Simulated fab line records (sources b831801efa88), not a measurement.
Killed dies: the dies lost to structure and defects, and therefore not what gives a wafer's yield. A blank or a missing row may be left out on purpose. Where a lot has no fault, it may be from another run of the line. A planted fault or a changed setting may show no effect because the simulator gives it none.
A sampling plan put to the test	flow sky130	each of the 20 faults these records tell of, on one fab line, judged from the records of the lots it struck
The line's own looks make up the plan; these are the steps of the route where a gauge or inspection reads the wafer and leaves it unchanged. Where struck wafers have a number at a look and the file lists that look's usual mean and standard deviation on fault-free wafers, the look can be judged. Caught: at a look after the fault's first step, the mean of the struck wafers lies 4 or more of those standard deviations (sigma) from the usual mean. On the tool: the same test on the tool's own readings at the fault's steps. Caught also covers a different recipe on the struck wafers, or a record left blank for those wafers only.

== THE FAULTS, as the simulator had put them in ==
1. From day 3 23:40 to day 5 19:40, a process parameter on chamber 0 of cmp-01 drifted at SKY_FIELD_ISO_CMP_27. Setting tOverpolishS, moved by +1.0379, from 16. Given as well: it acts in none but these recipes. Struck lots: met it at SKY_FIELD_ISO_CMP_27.
2. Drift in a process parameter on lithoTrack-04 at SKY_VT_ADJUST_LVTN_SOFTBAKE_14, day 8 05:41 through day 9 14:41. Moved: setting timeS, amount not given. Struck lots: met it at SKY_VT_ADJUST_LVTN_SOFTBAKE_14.
3. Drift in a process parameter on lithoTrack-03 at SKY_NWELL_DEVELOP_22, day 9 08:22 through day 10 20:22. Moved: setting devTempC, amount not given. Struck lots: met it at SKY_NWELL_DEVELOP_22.
4. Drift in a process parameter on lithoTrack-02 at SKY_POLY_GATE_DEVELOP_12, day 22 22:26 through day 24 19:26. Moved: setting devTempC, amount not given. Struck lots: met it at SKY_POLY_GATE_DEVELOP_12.
5. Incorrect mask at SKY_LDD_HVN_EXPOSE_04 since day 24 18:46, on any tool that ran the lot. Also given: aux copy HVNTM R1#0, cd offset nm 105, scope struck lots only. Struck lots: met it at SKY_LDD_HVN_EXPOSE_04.
6. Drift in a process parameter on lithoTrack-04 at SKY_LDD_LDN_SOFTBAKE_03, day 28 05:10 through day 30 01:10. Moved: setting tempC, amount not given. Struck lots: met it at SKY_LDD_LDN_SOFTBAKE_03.
7. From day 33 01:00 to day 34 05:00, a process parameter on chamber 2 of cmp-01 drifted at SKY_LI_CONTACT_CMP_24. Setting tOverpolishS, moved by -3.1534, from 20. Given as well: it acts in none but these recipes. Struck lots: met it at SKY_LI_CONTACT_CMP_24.
8. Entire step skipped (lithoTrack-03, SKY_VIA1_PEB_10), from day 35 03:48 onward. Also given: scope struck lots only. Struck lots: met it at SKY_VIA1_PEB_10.
9. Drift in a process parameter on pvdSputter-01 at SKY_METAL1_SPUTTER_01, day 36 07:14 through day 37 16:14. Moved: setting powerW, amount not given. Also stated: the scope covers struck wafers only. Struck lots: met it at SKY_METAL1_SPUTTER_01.
10. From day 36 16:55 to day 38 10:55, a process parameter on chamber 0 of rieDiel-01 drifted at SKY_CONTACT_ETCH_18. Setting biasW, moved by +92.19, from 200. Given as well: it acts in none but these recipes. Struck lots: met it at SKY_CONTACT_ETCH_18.
11. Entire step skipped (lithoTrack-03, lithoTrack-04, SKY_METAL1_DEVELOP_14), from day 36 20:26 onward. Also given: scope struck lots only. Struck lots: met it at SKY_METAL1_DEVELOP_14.
12. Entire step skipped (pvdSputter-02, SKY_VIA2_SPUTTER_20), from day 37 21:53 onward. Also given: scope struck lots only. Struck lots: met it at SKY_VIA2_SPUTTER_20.
13. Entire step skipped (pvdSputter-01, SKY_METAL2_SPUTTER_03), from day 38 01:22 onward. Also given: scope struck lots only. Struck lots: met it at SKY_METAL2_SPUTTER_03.
14. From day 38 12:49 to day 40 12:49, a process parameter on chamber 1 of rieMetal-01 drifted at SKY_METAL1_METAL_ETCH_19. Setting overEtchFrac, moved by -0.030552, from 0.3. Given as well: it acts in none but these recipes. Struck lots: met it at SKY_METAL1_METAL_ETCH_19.
15. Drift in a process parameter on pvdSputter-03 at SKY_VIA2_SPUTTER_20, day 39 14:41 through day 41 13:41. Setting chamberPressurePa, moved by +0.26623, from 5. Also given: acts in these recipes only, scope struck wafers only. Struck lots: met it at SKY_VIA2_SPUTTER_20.
16. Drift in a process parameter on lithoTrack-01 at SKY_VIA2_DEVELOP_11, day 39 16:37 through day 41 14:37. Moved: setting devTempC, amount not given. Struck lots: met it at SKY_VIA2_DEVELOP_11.
17. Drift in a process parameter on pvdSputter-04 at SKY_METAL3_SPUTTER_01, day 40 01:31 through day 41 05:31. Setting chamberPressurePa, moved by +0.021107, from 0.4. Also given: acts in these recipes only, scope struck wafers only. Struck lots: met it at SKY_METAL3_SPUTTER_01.
18. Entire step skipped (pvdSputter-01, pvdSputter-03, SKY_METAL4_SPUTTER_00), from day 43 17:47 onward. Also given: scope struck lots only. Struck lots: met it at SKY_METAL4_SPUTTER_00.
19. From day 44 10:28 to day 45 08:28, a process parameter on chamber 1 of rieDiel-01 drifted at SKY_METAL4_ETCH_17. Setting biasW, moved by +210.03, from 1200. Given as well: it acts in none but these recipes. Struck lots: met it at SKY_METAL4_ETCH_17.
20. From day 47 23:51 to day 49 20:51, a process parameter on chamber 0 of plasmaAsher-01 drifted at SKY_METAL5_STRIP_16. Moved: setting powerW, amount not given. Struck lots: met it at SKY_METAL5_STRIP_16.

== WHAT THE PLAN SAW ==
fault	on the tool itself	first look that catches it	reading, sigma	median hours from its first step to that look	hours from the fault's start to the first struck lot there	judged looks passed uncaught
1	overpolishRunS +99 or beyond sigma	none of the 3 looks that can be judged after it	-	-	-	3
2	runLengthS +61 sigma	not the one look that can be judged after it	-	-	-	1
3	developerTempC +19 sigma	none of the 3 looks that can be judged after it	-	-	-	3
4	developerTempC -17 sigma	not the one look that can be judged after it	-	-	-	1
5	no reading that can be judged	none of the 2 looks that can be judged after it	-	-	-	2
6	heaterPowerTotalW +21 sigma	no look after it can be judged	-	-	-	0
7	overpolishRunS -99 or beyond sigma	no look after it can be judged	-	-	-	0
8	no reading that can be judged	no look after it can be judged	-	-	-	0
9	cathodeDcPowerW +99 or beyond sigma	no look after it can be judged	-	-	-	0
10	biasW +99 or beyond sigma	no look after it can be judged	-	-	-	0
11	the tool's record is blank for the struck wafers	no look after it can be judged	-	-	-	0
12	the tool's record is blank for the struck wafers	no look after it can be judged	-	-	-	0
13	the tool's record is blank for the struck wafers	no look after it can be judged	-	-	-	0
14	under 2 sigma	none of the 2 looks that can be judged after it	-	-	-	2
15	chamberPressurePa +27 sigma	not the one look that can be judged after it	-	-	-	1
16	developerTempC +5.9 sigma	not the one look that can be judged after it	-	-	-	1
17	chamberPressurePa +27 sigma	no look after it can be judged	-	-	-	0
18	the tool's record is blank for the struck wafers	no look after it can be judged	-	-	-	0
19	biasW +62 sigma	no look after it can be judged	-	-	-	0
20	oesProductAu +10 sigma	no look after it can be judged	-	-	-	0
Dash: fault not caught, or number not given in these records.

Caught at a look: 0 of 20. Caught on the tool: 17 of 20. By one or the other: 17 of 20.
On the tool alone, faults 1, 2, 3, 4, 6, 7, 9, 10, 11, 12, 13, 15, 16, 17, 18, 19, 20 were caught.
Caught by neither: faults 5, 8, 14.
